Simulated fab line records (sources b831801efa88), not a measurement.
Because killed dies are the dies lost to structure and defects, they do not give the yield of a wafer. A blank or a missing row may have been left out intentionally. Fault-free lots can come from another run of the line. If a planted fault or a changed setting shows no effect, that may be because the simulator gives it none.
Matching of chambers || flow gf180mcu || hdpcvd-02 running GF_STI_CVD_23: 3 sister chambers
The step deposits SiO2, target thk 650 nm, time 108.3 s. 3 wafers are shown with their chamber, then 7 later ones without.

EACH WAFER AND ITS CHAMBER
{"wafer": "L525.1", "chamber": 0, "sih4_flow_sccm (sccm)": 59.69}
{"wafer": "L526.4", "chamber": 1, "sih4_flow_sccm (sccm)": 59.73}
{"wafer": "L526.5", "chamber": 2, "sih4_flow_sccm (sccm)": 60.12}

WAFERS MISSING THEIR CHAMBER
{"wafer": "L526.6", "sih4_flow_sccm (sccm)": 60.01}
{"wafer": "L538.1", "sih4_flow_sccm (sccm)": 59.89}
{"wafer": "L538.2", "sih4_flow_sccm (sccm)": 60.22}
{"wafer": "L538.6", "sih4_flow_sccm (sccm)": 60.07}
{"wafer": "L539.1", "sih4_flow_sccm (sccm)": 59.84}
{"wafer": "L539.4", "sih4_flow_sccm (sccm)": 59.82}
{"wafer": "L539.5", "sih4_flow_sccm (sccm)": 59.87}

CHAMBER TAKEN BY EACH
{"wafer": "L526.6", "from the rows above": "can't be placed: 2 or 1 or 0", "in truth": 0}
{"wafer": "L538.1", "from the rows above": "can't be placed: 1 or 0 or 2", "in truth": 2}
{"wafer": "L538.2", "from the rows above": 2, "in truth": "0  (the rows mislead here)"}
{"wafer": "L538.6", "from the rows above": 2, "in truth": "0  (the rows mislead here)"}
{"wafer": "L539.1", "from the rows above": "can't be placed: 1 or 0 or 2", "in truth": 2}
{"wafer": "L539.4", "from the rows above": "can't be placed: 1 or 0 or 2", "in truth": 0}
{"wafer": "L539.5", "from the rows above": "can't be placed: 1 or 0 or 2", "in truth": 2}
Correct placement for 0 of the 7. Unplaceable from these rows: 5, with the true chamber sitting among the candidates in 5. 2 placed wrongly.
How it was worked out, from the rows above alone: a wafer's distance from a chamber is the root of the sum, over the readings, of the square of ((its reading less the chamber's mean) divided by the reading's scatter). If the next closest chamber is less than 2 further off than the closest, the wafer can't be placed; otherwise it belongs to the closest. A chamber's mean is the mean of its shown wafers. The scatter: with one shown wafer a chamber, the root of the mean of the squares of how far each hidden wafer lies from its nearest shown one.
